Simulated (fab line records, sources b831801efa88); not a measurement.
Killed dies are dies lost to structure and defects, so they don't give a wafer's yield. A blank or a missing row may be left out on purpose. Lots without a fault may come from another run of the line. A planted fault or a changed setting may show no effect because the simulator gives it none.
Problem report in the 8D (eight disciplines) form, filled by code | flow sky130 | the parts of the form that need people (team, actions taken, sign-off) are left out

1. THE PROBLEM
VIA4_HDPCVD_THK at SKY_VIA4_THK_MEAS_01 reads a mean of 1145 nm on 2 wafers of 1 lot; wafers without a fault read 1744 nm with a standard deviation of 16. That is -37 standard deviations from the usual mean.
First seen on wafer L576.2, day 48 07:08, on film_metro-04. The record holds 39 wafers of 13 lots with a number at this step. Rule for "out", or "out of limits": more than 4 standard deviations from the usual mean. The other wafers with a number count as sound.

2. WHAT IT IS AND WHAT IT IS NOT
question                    | is                | is not
which readings at this step | VIA4_HDPCVD_THK   | -
which lots                  | L576              | L555, L557, L558, L559, L561, L562, L563, L565, L568, L569, L570, L578
which wafers of those lots  | L576.2, L576.6    | L576.3
read on which gauges        | film_metro-04     | film_metro-02, film_metro-03
when                        | from day 48 07:08 | up to then (34 sound wafers); but 3 sound wafers of L578 came after

3. SUSPECTS, AND WHAT RULES EACH OUT
Counting: a tool at a process step up to the reading stays a suspect if it ran every lot that is out. Sound lots after the first of them don't rule it out here, since some wafers of a struck lot are sound.
- the gauge at SKY_VIA4_THK_MEAS_01: kept. All the wafers that are out were read on film_metro-04, and no step on other tools shows them out.
- hdpcvd-01 at SKY_VIA4_HDPCVD_00 (deposits SiO2, target thk 1750 nm, time 291.7 s): kept. It ran the lot that is out, L576 (day 48 06:56); its last sound lot up to then is L570 (day 46 23:12).
Left after counting: hdpcvd-01 at SKY_VIA4_HDPCVD_00, film_metro-04 at SKY_VIA4_THK_MEAS_01.

4. THE CAUSE (what the simulator had put in)
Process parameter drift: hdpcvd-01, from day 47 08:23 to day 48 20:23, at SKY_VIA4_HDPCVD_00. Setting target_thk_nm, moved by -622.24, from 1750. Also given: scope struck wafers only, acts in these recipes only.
Counting left 2 suspects, and this tool is among them.

5. THE CHAIN OF EFFECTS, in route order
Each row: a reading whose mean over the struck wafers that have a number lies more than 3 standard deviations from the usual. Only readings for which the record gives a usual standard deviation are gone through. hours: the time from each lot's start at the first step in this table that gives one to its start at this step, as a median over the lots. sigmas: the change in usual standard deviations.
hours | step                 | reading         | usual   | on struck wafers | change | sigmas
0     | SKY_VIA4_THK_MEAS_01 | VIA4_HDPCVD_THK | 1744 nm | 1145             | -599   | -37

6. WHAT WOULD HAVE CAUGHT IT SOONER
In this record the first reading out of limits at a measuring or inspecting step was taken at day 48 07:08, 23 hours after the fault began at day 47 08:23.
All the lots that are out (1) had begun SKY_VIA4_HDPCVD_00 on hdpcvd-01 by day 48 07:08. A hold on the tool at that time would have spared none of them.
